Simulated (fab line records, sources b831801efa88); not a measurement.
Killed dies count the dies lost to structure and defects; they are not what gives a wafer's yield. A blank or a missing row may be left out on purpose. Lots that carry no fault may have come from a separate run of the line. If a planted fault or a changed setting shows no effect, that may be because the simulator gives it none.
fab line records | flow gf180mcu
record lots=24 | wafers=72 | last_day=34
route steps=602 shown V2@407 V3@444 V4@491 MIM@522 PASSIVATION@589
lots untouched by any fault: they come from a run of this same line in which no faults occurred
start_h: the number of hours between the record's first day and the start of the first shown wafer of the lot | wait_h: time in hours since the lot's previous step | " repeats the value in the row above | L1.1+2: several wafers, shown together as one row | - no value present, or no start provided | * or withheld: withheld | < > ~ a bound
route shown NAME@n: a module of which the file shows steps, and the number in the route of the first | usual: the fault-free wafers' mean and standard deviation | same: alike in all rows | chamber/n: place in a boat | sites: per-site readings | _std_site: how widely they spread, as a standard deviation | _edge_site: the outer-site mean with the inner-site mean subtracted | radius_mm: how far each site lies from the wafer's centre | mask NAME#n: copy n | behind: tool/chamber where the wafer was last shaped | hold: why the lot was held/for how many hours/how that ended | device: the n, p or np transistor that did not switch | end of line: the route-end tests of the same wafers | where a step has no rows: the recipe by itself | killed: the dies lost at the first sort to structure and to defects; this is not the yield of the wafer | map: a wafer's dies, x killed, . not, _ none there
set.NAME: the setting that was run; set.NAME@STEP: the one run at that earlier step | model.NAME: the simulator's own value behind a step, which no gauge read
a sample of lots followed through the steps of the route, with each step as a table and each wafer as a row
services: the hour from which a tool's chamber was out of use, counted from the record's first day as start_h (under 0 if before that day), plus the number of hours and why
## steps
# step GF_V2_THK_MEAS_25
# recipe thk_meas_gauge=xrf | reads=W_of_V2_CVD_23
# usual V2_W_THK=353/5.3
lot.wafer | tool          | chamber | start_h | wait_h | V2_W_THK[nm]
L074.3    | film_metro-03 | -       | 460.81  | 0.1    | 352
L074.4    | "             | -       | "       | "      | 359
L074.6    | "             | -       | "       | "      | 357
L075.3    | film_metro-02 | -       | 473.05  | 0.1    | 357
L075.4    | "             | -       | "       | "      | 353
L075.5    | "             | -       | "       | "      | 352
L076.1    | film_metro-03 | -       | 481.69  | 0.1    | 354
L076.3    | "             | -       | "       | "      | 350
L076.4    | "             | -       | "       | "      | 357
L077.1    | film_metro-02 | -       | 490.77  | 0.1    | 353
L077.3    | "             | -       | "       | "      | 344
L077.6    | "             | -       | "       | "      | 349
L078.2    | film_metro-02 | -       | 511.84  | 0.1    | 349
L078.3    | "             | -       | "       | "      | 346
L078.4    | "             | -       | "       | "      | 353
L079.3    | film_metro-03 | -       | 517.77  | 0.1    | 359
L079.5    | "             | -       | "       | "      | 351
L079.6    | "             | -       | "       | "      | 356
L080.1    | film_metro-02 | -       | 530.22  | 0.1    | 355
L080.2    | "             | -       | "       | "      | 344
L080.3    | "             | -       | "       | "      | 348
L081.3    | film_metro-04 | -       | 538.91  | 0.1    | 349
L081.4    | "             | -       | "       | "      | 355
L081.6    | "             | -       | "       | "      | 349
L082.1    | film_metro-03 | -       | 540.02  | 0.1    | 354
L082.2    | "             | -       | "       | "      | 360
L082.3    | "             | -       | "       | "      | 357
L083.3    | film_metro-03 | -       | 547.75  | 0.1    | 359
L083.5    | "             | -       | "       | "      | 361
L083.6    | "             | -       | "       | "      | 355
L084.4    | film_metro-04 | -       | 555.54  | 0.1    | 348
L084.5    | "             | -       | "       | "      | 349
L084.6    | "             | -       | "       | "      | 349
L085.1    | film_metro-04 | -       | 567.00  | 0.1    | 354
L085.4    | "             | -       | "       | "      | 364
L085.6    | "             | -       | "       | "      | 355
L086.1    | film_metro-02 | -       | 573.48  | 0.1    | 353
L086.4    | "             | -       | "       | "      | 346
L086.5    | "             | -       | "       | "      | 345
L087.2    | film_metro-02 | -       | 579.32  | 0.1    | 347
L087.3    | "             | -       | "       | "      | 350
L087.6    | "             | -       | "       | "      | 348
L088.3    | film_metro-03 | -       | 591.02  | 0.1    | 356
L088.4    | "             | -       | "       | "      | 353
L088.6    | "             | -       | "       | "      | 349
L089.2    | film_metro-04 | -       | 604.65  | 0.1    | 347
L089.5    | "             | -       | "       | "      | 347
L089.6    | "             | -       | "       | "      | 346
L090.1    | film_metro-02 | -       | 604.99  | 0.1    | 343
L090.2    | "             | -       | "       | "      | 346
L090.5    | "             | -       | "       | "      | 342
L091.4    | film_metro-03 | -       | 610.74  | 0.1    | 348
L091.5    | "             | -       | "       | "      | 348
L091.6    | "             | -       | "       | "      | 351
L092.1    | film_metro-03 | -       | 617.09  | 0.1    | 357
L092.2    | "             | -       | "       | "      | 350
L092.5    | "             | -       | "       | "      | 349
L093.3    | film_metro-02 | -       | 625.43  | 0.1    | 350
L093.4    | "             | -       | "       | "      | 346
L093.6    | "             | -       | "       | "      | 348
L094.3    | film_metro-04 | -       | 629.17  | 0.1    | 354
L094.4    | "             | -       | "       | "      | 351
L094.5    | "             | -       | "       | "      | 349
L095.2    | film_metro-04 | -       | 635.56  | 0.1    | 353
L095.3    | "             | -       | "       | "      | 355
L095.4    | "             | -       | "       | "      | 352
L096.2    | film_metro-03 | -       | 640.28  | 0.1    | 357
L096.3    | "             | -       | "       | "      | 362
L096.4    | "             | -       | "       | "      | 365
L097.1    | film_metro-03 | -       | 647.06  | 0.1    | 362
L097.2    | "             | -       | "       | "      | 366
L097.6    | "             | -       | "       | "      | 358
# step GF_V3_OVL_MEAS_15
# usual V3_OVL=2/5.9
lot.wafer | tool       | chamber | start_h | wait_h | V3_OVL[nm]
L074.3    | overlay-02 | -       | 509.88  | 0.1    | -7
L074.4    | "          | -       | "       | "      | -1
L074.6    | "          | -       | "       | "      | 1
L075.3    | overlay-02 | -       | 522.96  | 0.1    | 2
L075.4    | "          | -       | "       | "      | 1
L075.5    | "          | -       | "       | "      | 0
L076.1    | overlay-02 | -       | 531.27  | 0.1    | 3
L076.3    | "          | -       | "       | "      | 4
L076.4    | "          | -       | "       | "      | -3
L077.1    | overlay-02 | -       | 539.80  | 0.1    | -7
L077.3    | "          | -       | "       | "      | -5
L077.6    | "          | -       | "       | "      | 7
L078.2    | overlay-02 | -       | 559.60  | 0.1    | 11
L078.3    | "          | -       | "       | "      | 0
L078.4    | "          | -       | "       | "      | 4
L079.3    | overlay-02 | -       | 564.96  | 0.1    | 5
L079.5    | "          | -       | "       | "      | 6
L079.6    | "          | -       | "       | "      | 4
L080.1    | overlay-02 | -       | 580.74  | 0.1    | 5
L080.2    | "          | -       | "       | "      | 0
L080.3    | "          | -       | "       | "      | 9
L081.3    | overlay-02 | -       | 584.56  | 0.1    | 10
L081.4    | "          | -       | "       | "      | -3
L081.6    | "          | -       | "       | "      | -4
L082.1    | overlay-02 | -       | 586.69  | 0.1    | -4
L082.2    | "          | -       | "       | "      | 0
L082.3    | "          | -       | "       | "      | -6
L083.3    | overlay-02 | -       | 593.58  | 0.1    | -5
L083.5    | "          | -       | "       | "      | -6
L083.6    | "          | -       | "       | "      | -4
L084.4    | overlay-02 | -       | 599.54  | 0.1    | 10
L084.5    | "          | -       | "       | "      | 9
L084.6    | "          | -       | "       | "      | 4
L085.1    | overlay-02 | -       | 612.27  | 0.1    | 5
L085.4    | "          | -       | "       | "      | 8
L085.6    | "          | -       | "       | "      | 9
L086.1    | overlay-02 | -       | 618.07  | 0.1    | -3
L086.4    | "          | -       | "       | "      | 10
L086.5    | "          | -       | "       | "      | -2
L087.2    | overlay-02 | -       | 622.48  | 0.1    | 10
L087.3    | "          | -       | "       | "      | 5
L087.6    | "          | -       | "       | "      | 5
L088.3    | overlay-02 | -       | 635.09  | 0.1    | -3
L088.4    | "          | -       | "       | "      | 8
L088.6    | "          | -       | "       | "      | 7
L089.2    | overlay-02 | -       | 647.40  | 0.1    | 10
L089.5    | "          | -       | "       | "      | -3
L089.6    | "          | -       | "       | "      | 9
L090.1    | overlay-02 | -       | 647.74  | 0.1    | 0
L090.2    | "          | -       | "       | "      | 0
L090.5    | "          | -       | "       | "      | 1
L091.4    | overlay-01 | -       | 652.96  | 0.1    | 2
L091.5    | "          | -       | "       | "      | -2
L091.6    | "          | -       | "       | "      | 2
L092.1    | overlay-01 | -       | 659.14  | 0.1    | 10
L092.2    | "          | -       | "       | "      | 10
L092.5    | "          | -       | "       | "      | 1
L093.3    | overlay-01 | -       | 666.78  | 0.1    | -5
L093.4    | "          | -       | "       | "      | 2
L093.6    | "          | -       | "       | "      | -4
L094.3    | overlay-01 | -       | 670.88  | 0.1    | -2
L094.4    | "          | -       | "       | "      | 3
L094.5    | "          | -       | "       | "      | -10
L095.2    | overlay-01 | -       | 676.73  | 0.1    | -14
L095.3    | "          | -       | "       | "      | -1
L095.4    | "          | -       | "       | "      | -11
L096.2    | overlay-01 | -       | 681.43  | 0.1    | 3
L096.3    | "          | -       | "       | "      | 2
L096.4    | "          | -       | "       | "      | 6
L097.1    | overlay-02 | -       | 686.97  | 0.1    | 5
L097.2    | "          | -       | "       | "      | -2
L097.6    | "          | -       | "       | "      | -5
# step GF_V4_OVL_MEAS_15
# usual V4_OVL=0/5.5
lot.wafer | tool       | chamber | start_h | wait_h | V4_OVL[nm]
L074.3    | overlay-02 | -       | 558.36  | 0.1    | 4
L074.4    | "          | -       | "       | "      | 2
L074.6    | "          | -       | "       | "      | 6
L075.3    | overlay-02 | -       | 571.84  | 0.1    | -6
L075.4    | "          | -       | "       | "      | -6
L075.5    | "          | -       | "       | "      | -4
L076.1    | overlay-02 | -       | 578.28  | 0.1    | 9
L076.3    | "          | -       | "       | "      | 1
L076.4    | "          | -       | "       | "      | 7
L077.1    | overlay-02 | -       | 587.03  | 0.1    | -4
L077.3    | "          | -       | "       | "      | -3
L077.6    | "          | -       | "       | "      | 1
L078.2    | overlay-02 | -       | 605.30  | 0.1    | -12
L078.3    | "          | -       | "       | "      | -13
L078.4    | "          | -       | "       | "      | -9
L079.3    | overlay-02 | -       | 610.80  | 0.1    | 4
L079.5    | "          | -       | "       | "      | -4
L079.6    | "          | -       | "       | "      | 2
L080.1    | overlay-02 | -       | 626.12  | 0.1    | 3
L080.2    | "          | -       | "       | "      | 0
L080.3    | "          | -       | "       | "      | 5
L081.3    | overlay-02 | -       | 629.23  | 0.1    | -2
L081.4    | "          | -       | "       | "      | 3
L081.6    | "          | -       | "       | "      | 3
L082.1    | overlay-02 | -       | 631.74  | 0.1    | 1
L082.2    | "          | -       | "       | "      | 4
L082.3    | "          | -       | "       | "      | 1
L083.3    | overlay-02 | -       | 638.59  | 0.1    | 6
L083.5    | "          | -       | "       | "      | 0
L083.6    | "          | -       | "       | "      | 1
L084.4    | overlay-02 | -       | 643.44  | 0.1    | -9
L084.5    | "          | -       | "       | "      | -6
L084.6    | "          | -       | "       | "      | -4
L085.1    | overlay-01 | -       | 655.79  | 0.1    | 2
L085.4    | "          | -       | "       | "      | -5
L085.6    | "          | -       | "       | "      | 3
L086.1    | overlay-02 | -       | 660.83  | 0.1    | 1
L086.4    | "          | -       | "       | "      | 2
L086.5    | "          | -       | "       | "      | 0
L087.2    | overlay-02 | -       | 664.95  | 0.1    | -7
L087.3    | "          | -       | "       | "      | -2
L087.6    | "          | -       | "       | "      | -8
L088.3    | overlay-02 | -       | 677.08  | 0.1    | 11
L088.4    | "          | -       | "       | "      | 4
L088.6    | "          | -       | "       | "      | 0
L089.2    | overlay-01 | -       | 687.95  | 0.1    | -5
L089.5    | "          | -       | "       | "      | 2
L089.6    | "          | -       | "       | "      | -7
L090.1    | overlay-01 | -       | 689.49  | 0.1    | -5
L090.2    | "          | -       | "       | "      | 2
L090.5    | "          | -       | "       | "      | -8
L091.4    | overlay-02 | -       | 693.74  | 0.1    | -7
L091.5    | "          | -       | "       | "      | -6
L091.6    | "          | -       | "       | "      | -8
L092.1    | overlay-01 | -       | 700.54  | 0.1    | 13
L092.2    | "          | -       | "       | "      | 8
L092.5    | "          | -       | "       | "      | 6
L093.3    | overlay-02 | -       | 706.49  | 0.1    | 7
L093.4    | "          | -       | "       | "      | 5
L093.6    | "          | -       | "       | "      | 6
L094.3    | overlay-02 | -       | 711.26  | 0.1    | -5
L094.4    | "          | -       | "       | "      | -5
L094.5    | "          | -       | "       | "      | -1
L095.2    | overlay-01 | -       | 717.63  | 0.1    | 2
L095.3    | "          | -       | "       | "      | 3
L095.4    | "          | -       | "       | "      | 1
L096.2    | overlay-02 | -       | 721.08  | 0.1    | -1
L096.3    | "          | -       | "       | "      | 1
L096.4    | "          | -       | "       | "      | 6
L097.1    | overlay-02 | -       | 727.92  | 0.1    | 1
L097.2    | "          | -       | "       | "      | 1
L097.6    | "          | -       | "       | "      | 2
# step GF_V4_CVD_23
# recipe material=W | target_thk_nm=350 | time_s=104.9 | temp_c=400 | pressure_torr=40
# usual heater_power_w=865/38
lot.wafer | tool     | chamber | start_h | wait_h | heater_power_w
L074.3    | cvd_w-02 | 0       | 559.22  | 0.1    | 887
L074.4    | "        | 0       | "       | "      | 857
L074.6    | "        | 0       | "       | "      | 878
L075.3    | cvd_w-01 | 1       | 572.74  | 0.1    | 834
L075.4    | "        | 1       | "       | "      | 821
L075.5    | "        | 1       | "       | "      | 811
L076.1    | cvd_w-01 | 1       | 579.09  | 0.0    | 801
L076.3    | "        | 1       | "       | "      | 823
L076.4    | "        | 1       | "       | "      | 821
L077.1    | cvd_w-01 | 1       | 587.82  | 0.0    | 823
L077.3    | "        | 1       | "       | "      | 801
L077.6    | "        | 1       | "       | "      | 813
L078.2    | cvd_w-02 | 1       | 606.09  | 0.0    | 945
L078.3    | "        | 0       | "       | "      | 871
L078.4    | "        | 1       | "       | "      | 888
L079.3    | cvd_w-01 | 0       | 611.72  | 0.1    | 819
L079.5    | "        | 0       | "       | "      | 814
L079.6    | "        | 1       | "       | "      | 833
L080.1    | cvd_w-01 | 0       | 627.32  | 0.0    | 828
L080.2    | "        | 1       | "       | "      | 834
L080.3    | "        | 0       | "       | "      | 833
L081.3    | cvd_w-01 | 0       | 630.06  | 0.1    | 831
L081.4    | "        | 1       | "       | "      | 835
L081.6    | "        | 1       | "       | "      | 819
L082.1    | cvd_w-01 | 1       | 632.57  | 0.0    | 818
L082.2    | "        | 0       | "       | "      | 813
L082.3    | "        | 0       | "       | "      | 813
L083.3    | cvd_w-02 | 1       | 639.48  | 0.1    | 901
L083.5    | "        | 1       | "       | "      | 903
L083.6    | "        | 0       | "       | "      | 871
L084.4    | cvd_w-01 | 0       | 644.29  | 0.1    | 828
L084.5    | "        | 0       | "       | "      | 821
L084.6    | "        | 1       | "       | "      | 853
L085.1    | cvd_w-02 | 1       | 656.59  | 0.0    | 906
L085.4    | "        | 1       | "       | "      | 906
L085.6    | "        | 1       | "       | "      | 893
L086.1    | cvd_w-02 | 1       | 661.63  | 0.0    | 904
L086.4    | "        | 0       | "       | "      | 890
L086.5    | "        | 1       | "       | "      | 930
L087.2    | cvd_w-02 | 1       | 665.77  | 0.0    | 911
L087.3    | "        | 0       | "       | "      | 873
L087.6    | "        | 0       | "       | "      | 887
L088.3    | cvd_w-01 | 1       | 677.91  | 0.1    | 833
L088.4    | "        | 0       | "       | "      | 837
L088.6    | "        | 0       | "       | "      | 850
L089.2    | cvd_w-02 | 0       | 688.74  | 0.0    | 888
L089.5    | "        | 0       | "       | "      | 878
L089.6    | "        | 1       | "       | "      | 900
L090.1    | cvd_w-02 | 0       | 690.29  | 0.0    | 896
L090.2    | "        | 1       | "       | "      | 929
L090.5    | "        | 1       | "       | "      | 911
L091.4    | cvd_w-02 | 1       | 694.64  | 0.1    | 918
L091.5    | "        | 1       | "       | "      | 911
L091.6    | "        | 1       | "       | "      | 894
L092.1    | cvd_w-01 | 1       | 701.37  | 0.0    | 838
L092.2    | "        | 0       | "       | "      | 824
L092.5    | "        | 1       | "       | "      | 830
L093.3    | cvd_w-02 | 1       | 707.31  | 0.1    | 946
L093.4    | "        | 0       | "       | "      | 895
L093.6    | "        | 0       | "       | "      | 873
L094.3    | cvd_w-02 | 0       | 712.08  | 0.1    | 867
L094.4    | "        | 1       | "       | "      | 906
L094.5    | "        | 0       | "       | "      | 865
L095.2    | cvd_w-02 | 1       | 718.42  | 0.0    | 918
L095.3    | "        | 1       | "       | "      | 905
L095.4    | "        | 0       | "       | "      | 876
L096.2    | cvd_w-02 | 1       | 721.95  | 0.0    | 914
L096.3    | "        | 1       | "       | "      | 908
L096.4    | "        | 0       | "       | "      | 884
L097.1    | cvd_w-02 | 1       | 728.72  | 0.0    | 898
L097.2    | "        | 0       | "       | "      | 878
L097.6    | "        | 1       | "       | "      | 925
# step GF_MIM_METAL_ETCH_19
# recipe chemistry=Cl2/BCl3 | mask_material=NOVOLAK | stop_on=Si3N4 | target_depth_nm=324.5 | pressure_mtorr=8 | icp_w=800 | bias_w=140 | Cl2_flow_sccm=80 | bcl3_flow_sccm=40 | time_s=54.1
# usual drypump_motor_current_A=5.7/0.34 | he_backside_leak_sccm=3.4/0.37 | oes_product_au=0.943/0.0056 | throttle_valve_pct=28.282/0.01
lot.wafer | tool         | chamber | start_h | wait_h | drypump_motor_current_A | he_backside_leak_sccm | oes_product_au | rf_hours_counter_h | throttle_valve_pct
L074.3    | rie_metal-01 | 1       | 581.73  | 0.1    | 5.7                     | 3.2                   | 0.947          | -                  | 28.278
L074.4    | "            | 0       | "       | "      | 6.1                     | 3.0                   | 0.943          | -                  | 28.273
L074.6    | "            | 1       | "       | "      | 5.7                     | 3.3                   | 0.940          | -                  | 28.298
L075.3    | rie_metal-01 | 1       | 594.95  | 0.1    | 5.7                     | 3.4                   | 0.928          | -                  | 28.292
L075.4    | "            | 0       | "       | "      | 6.2                     | 3.1                   | 0.938          | -                  | 28.309
L075.5    | "            | 0       | "       | "      | 6.2                     | 3.1                   | 0.939          | -                  | 28.289
L076.1    | rie_metal-04 | 1       | 600.65  | 0.1    | 4.9                     | 3.5                   | 0.936          | 11                 | 28.285
L076.3    | "            | 0       | "       | "      | 5.8                     | 3.4                   | 0.932          | -                  | 28.303
L076.4    | "            | 1       | "       | "      | 4.9                     | 3.4                   | 0.932          | -                  | 28.284
L077.1    | rie_metal-02 | 1       | 609.45  | 0.1    | 5.6                     | 3.1                   | 0.952          | 11                 | 28.269
L077.3    | "            | 1       | "       | "      | 5.6                     | 3.2                   | 0.948          | -                  | 28.279
L077.6    | "            | 0       | "       | "      | 6.0                     | 3.4                   | 0.945          | -                  | 28.292
L078.2    | rie_metal-01 | 1       | 627.17  | 0.1    | 5.7                     | 3.3                   | 0.946          | 9                  | 28.295
L078.3    | "            | 0       | "       | "      | 6.2                     | 3.2                   | 0.945          | -                  | 28.280
L078.4    | "            | 1       | "       | "      | 5.7                     | 3.4                   | 0.937          | -                  | 28.285
L079.3    | rie_metal-02 | 0       | 633.45  | 0.1    | 6.0                     | 3.6                   | 0.939          | -                  | 28.289
L079.5    | "            | 0       | "       | "      | 6.0                     | 3.7                   | 0.945          | -                  | 28.289
L079.6    | "            | 1       | "       | "      | 5.6                     | 3.2                   | 0.945          | -                  | 28.277
L080.1    | rie_metal-02 | 0       | 647.80  | 0.1    | 6.0                     | 3.5                   | 0.954          | 2                  | 28.274
L080.2    | "            | 0       | "       | "      | 6.0                     | 3.4                   | 0.941          | -                  | 28.274
L080.3    | "            | 0       | "       | "      | 6.0                     | 3.3                   | 0.944          | -                  | 28.294
L081.3    | rie_metal-02 | 0       | 650.40  | 0.1    | 6.0                     | 3.5                   | 0.939          | -                  | 28.297
L081.4    | "            | 0       | "       | "      | 6.0                     | 3.7                   | 0.936          | -                  | 28.270
L081.6    | "            | 0       | "       | "      | 6.0                     | 3.6                   | 0.945          | -                  | 28.279
L082.1    | rie_metal-04 | 1       | 653.50  | 0.1    | 4.9                     | 3.2                   | 0.934          | 13                 | 28.294
L082.2    | "            | 0       | "       | "      | 5.8                     | 3.6                   | 0.932          | 1                  | 28.294
L082.3    | "            | 0       | "       | "      | 5.8                     | 3.5                   | 0.942          | -                  | 28.276
L083.3    | rie_metal-04 | 0       | 660.07  | 0.1    | 5.8                     | 3.5                   | 0.946          | -                  | 28.284
L083.5    | "            | 0       | "       | "      | 5.8                     | 3.4                   | 0.952          | -                  | 28.289
L083.6    | "            | 1       | "       | "      | 4.9                     | 3.5                   | 0.939          | -                  | 28.304
L084.4    | rie_metal-02 | 0       | 664.38  | 0.1    | 6.0                     | 3.5                   | 0.944          | -                  | 28.283
L084.5    | "            | 0       | "       | "      | 6.0                     | 3.5                   | 0.940          | -                  | 28.294
L084.6    | "            | 0       | "       | "      | 6.0                     | 3.5                   | 0.943          | -                  | 28.291
L085.1    | rie_metal-01 | 1       | 676.71  | 0.1    | 5.7                     | 3.3                   | 0.940          | 12                 | 28.277
L085.4    | "            | 1       | "       | "      | 5.7                     | 3.4                   | 0.940          | -                  | 28.271
L085.6    | "            | 1       | "       | "      | 5.7                     | 3.3                   | 0.948          | -                  | 28.291
L086.1    | rie_metal-04 | 0       | 681.60  | 0.1    | 5.8                     | 3.6                   | 0.950          | 1                  | 28.274
L086.4    | "            | 0       | "       | "      | 5.7                     | 3.6                   | 0.951          | -                  | 28.288
L086.5    | "            | 0       | "       | "      | 5.8                     | 3.7                   | 0.949          | -                  | 28.275
L087.2    | rie_metal-01 | 1       | 685.78  | 0.1    | 5.8                     | 3.3                   | 0.943          | -                  | 28.287
L087.3    | "            | 1       | "       | "      | 5.7                     | 3.2                   | 0.943          | -                  | 28.288
L087.6    | "            | 1       | "       | "      | 5.8                     | 3.4                   | 0.943          | -                  | 28.268
L088.3    | rie_metal-01 | 1       | 697.80  | 0.1    | 5.7                     | 3.3                   | 0.944          | -                  | 28.274
L088.4    | "            | 1       | "       | "      | 5.7                     | 3.3                   | 0.941          | -                  | 28.289
L088.6    | "            | 1       | "       | "      | 5.7                     | 3.3                   | 0.945          | -                  | 28.279
L089.2    | rie_metal-02 | 1       | 707.50  | 0.1    | 5.6                     | 3.3                   | 0.942          | 1                  | 28.279
L089.5    | "            | 0       | "       | "      | 6.0                     | 3.5                   | 0.939          | -                  | 28.260
L089.6    | "            | 1       | "       | "      | 5.6                     | 3.2                   | 0.951          | -                  | 28.288
L090.1    | rie_metal-04 | 0       | 709.60  | 0.1    | 5.8                     | 3.5                   | 0.953          | 3                  | 28.275
L090.2    | "            | 1       | "       | "      | 4.9                     | 3.4                   | 0.943          | 0                  | 28.275
L090.5    | "            | 0       | "       | "      | 5.8                     | 3.5                   | 0.947          | -                  | 28.273
L091.4    | rie_metal-02 | 1       | 713.23  | 0.1    | 5.6                     | 3.2                   | 0.930          | -                  | 28.282
L091.5    | "            | 0       | "       | "      | 6.1                     | 3.3                   | 0.944          | -                  | 28.270
L091.6    | "            | 1       | "       | "      | 5.6                     | 3.2                   | 0.948          | -                  | 28.303
L092.1    | rie_metal-04 | 0       | 720.00  | 0.1    | 5.8                     | 3.6                   | 0.941          | 3                  | 28.294
L092.2    | "            | 1       | "       | "      | 4.9                     | 3.3                   | 0.949          | 1                  | 28.267
L092.5    | "            | 1       | "       | "      | 4.9                     | 3.5                   | 0.941          | -                  | 28.283
L093.3    | rie_metal-01 | 1       | 726.17  | 0.1    | 5.7                     | 3.3                   | 0.943          | -                  | 28.279
L093.4    | "            | 1       | "       | "      | 5.7                     | 3.4                   | 0.952          | -                  | 28.276
L093.6    | "            | 1       | "       | "      | 5.7                     | 3.3                   | 0.953          | -                  | 28.273
L094.3    | rie_metal-02 | 0       | 731.08  | 0.1    | 6.0                     | 3.5                   | 0.948          | -                  | 28.275
L094.4    | "            | 1       | "       | "      | 5.6                     | 3.4                   | 0.947          | -                  | 28.274
L094.5    | "            | 0       | "       | "      | 6.0                     | 3.5                   | 0.951          | -                  | 28.266
L095.2    | rie_metal-01 | 1       | 736.97  | 0.1    | 5.7                     | 3.3                   | 0.949          | -                  | 28.262
L095.3    | "            | 1       | "       | "      | 5.7                     | 3.3                   | 0.945          | -                  | 28.273
L095.4    | "            | 1       | "       | "      | 5.7                     | 3.3                   | 0.947          | -                  | 28.275
L096.2    | rie_metal-02 | 0       | 741.00  | 0.1    | 6.0                     | 3.3                   | 0.939          | 6                  | 28.285
L096.3    | "            | 0       | "       | "      | 6.0                     | 3.5                   | 0.937          | -                  | 28.293
L096.4    | "            | 1       | "       | "      | 5.6                     | 6.4                   | 0.941          | -                  | 28.287
L097.1    | rie_metal-04 | 0       | 746.70  | 0.1    | 5.7                     | 3.3                   | 0.950          | 4                  | 28.275
L097.2    | "            | 1       | "       | "      | 4.9                     | 3.6                   | 0.938          | 2                  | 28.279
L097.6    | "            | 1       | "       | "      | 4.9                     | 3.7                   | 0.936          | -                  | 28.285
# step GF_PASSIVATION_CVD_02
# recipe material=Si3N4 | target_thk_nm=700 | time_s=486.18 | temp_c=400 | rf_w=450
# usual heater_power_w=648/79
lot.wafer | tool     | chamber | start_h | wait_h | heater_power_w
L074.3    | pecvd-04 | 0       | 648.88  | 0.0    | 658
L074.4    | "        | 2       | "       | "      | 519
L074.6    | "        | 1       | "       | "      | 739
L075.3    | pecvd-04 | 2       | 660.66  | 0.0    | 590
L075.4    | "        | 1       | "       | "      | 640
L075.5    | "        | 2       | "       | "      | 620
L076.1    | pecvd-03 | 0       | 664.58  | 0.1    | 526
L076.3    | "        | 2       | "       | "      | 681
L076.4    | "        | 0       | "       | "      | 570
L077.1    | pecvd-03 | 2       | 673.81  | 0.1    | 646
L077.3    | "        | 1       | "       | "      | 532
L077.6    | "        | 1       | "       | "      | 539
L078.2    | pecvd-04 | 2       | 690.13  | 0.0    | 640
L078.3    | "        | 0       | "       | "      | 751
L078.4    | "        | 2       | "       | "      | 654
L079.3    | pecvd-03 | 0       | 696.70  | 0.0    | 514
L079.5    | "        | 0       | "       | "      | 546
L079.6    | "        | 2       | "       | "      | 674
L080.1    | pecvd-04 | 0       | 709.91  | 0.1    | 632
L080.2    | "        | 1       | "       | "      | 653
L080.3    | "        | 2       | "       | "      | 645
L081.3    | pecvd-04 | 1       | 711.52  | 0.0    | 717
L081.4    | "        | 1       | "       | "      | 596
L081.6    | "        | 0       | "       | "      | 661
L082.1    | pecvd-02 | 0       | 713.93  | 0.1    | 708
L082.2    | "        | 2       | "       | "      | 745
L082.3    | "        | 1       | "       | "      | 681
L083.3    | pecvd-03 | 0       | 720.69  | 0.0    | 606
L083.5    | "        | 0       | "       | "      | 493
L083.6    | "        | 1       | "       | "      | 546
L084.4    | pecvd-02 | 0       | 725.37  | 0.2    | 755
L084.5    | "        | 1       | "       | "      | 698
L084.6    | "        | 2       | "       | "      | 609
L085.1    | pecvd-03 | 2       | 735.63  | 0.1    | 659
L085.4    | "        | 1       | "       | "      | 512
L085.6    | "        | 2       | "       | "      | 683
L086.1    | pecvd-04 | 1       | 741.08  | 0.1    | 674
L086.4    | "        | 2       | "       | "      | 614
L086.5    | "        | 1       | "       | "      | 709
L087.2    | pecvd-02 | 1       | 744.78  | 0.0    | 762
L087.3    | "        | 2       | "       | "      | 598
L087.6    | "        | 1       | "       | "      | 618
L088.3    | pecvd-02 | 1       | 754.85  | 0.0    | 719
L088.4    | "        | 2       | "       | "      | 719
L088.6    | "        | 1       | "       | "      | 762
L089.2    | pecvd-02 | 2       | 765.58  | 0.0    | 722
L089.5    | "        | 1       | "       | "      | 728
L089.6    | "        | 2       | "       | "      | 742
L090.1    | pecvd-02 | 1       | 766.81  | 0.1    | 685
L090.2    | "        | 2       | "       | "      | 735
L090.5    | "        | 1       | "       | "      | 734
L091.4    | pecvd-03 | 2       | 769.26  | 0.2    | 673
L091.5    | "        | 0       | "       | "      | 553
L091.6    | "        | 1       | "       | "      | 537
L092.1    | pecvd-03 | 0       | 774.88  | 0.1    | 495
L092.2    | "        | 1       | "       | "      | 500
L092.5    | "        | 2       | "       | "      | 558
L093.3    | pecvd-02 | 2       | 782.28  | 0.0    | 743
L093.4    | "        | 1       | "       | "      | 589
L093.6    | "        | 0       | "       | "      | 725
L094.3    | pecvd-02 | 2       | 785.18  | 0.0    | 643
L094.4    | "        | 2       | "       | "      | 680
L094.5    | "        | 0       | "       | "      | 716
L095.2    | pecvd-02 | 2       | 789.25  | 0.0    | 710
L095.3    | "        | 0       | "       | "      | 630
L095.4    | "        | 1       | "       | "      | 606
L096.2    | pecvd-04 | 2       | 793.54  | 0.0    | 660
L096.3    | "        | 1       | "       | "      | 606
L096.4    | "        | 1       | "       | "      | 664
L097.1    | pecvd-04 | 1       | 797.46  | 0.1    | 732
L097.2    | "        | 2       | "       | "      | 649
L097.6    | "        | 1       | "       | "      | 721
## services
tool         | chamber | start_h | hours | kind
cvd_w-02     | 1       | 552.45  | 15.6  | repair
rie_metal-01 | -       | 558.77  | 14.6  | pm
cvd_w-02     | -       | 565.36  | 0.4   | repair
cvd_w-01     | 0       | 569.39  | 19.5  | repair
pecvd-04     | -       | 591.12  | 14.0  | pm
pecvd-02     | 0       | 596.68  | 5.8   | repair
cvd_w-01     | -       | 600.69  | 6.9   | pm
cvd_w-02     | -       | 608.89  | 0.8   | repair
rie_metal-01 | -       | 614.41  | 4.3   | pm
pecvd-03     | 0       | 616.04  | 20.9  | repair
rie_metal-01 | 0       | 642.51  | 137.0 | repair
pecvd-03     | -       | 648.66  | 2.8   | pm
rie_metal-01 | -       | 660.80  | 2.0   | repair
cvd_w-02     | -       | 661.95  | 2.8   | pm
rie_metal-04 | 0       | 668.02  | 11.8  | repair
pecvd-04     | -       | 673.50  | 2.9   | repair
pecvd-02     | -       | 684.17  | 0.7   | repair
cvd_w-02     | 0       | 691.32  | 6.3   | repair
rie_metal-04 | -       | 696.07  | 2.8   | pm
pecvd-02     | -       | 697.57  | 2.9   | repair
cvd_w-01     | 0       | 738.30  | 11.4  | repair
pecvd-04     | 0       | 743.59  | 6.5   | repair
pecvd-02     | -       | 745.50  | 0.3   | repair
pecvd-02     | -       | 773.88  | 2.5   | repair
## key
fault none
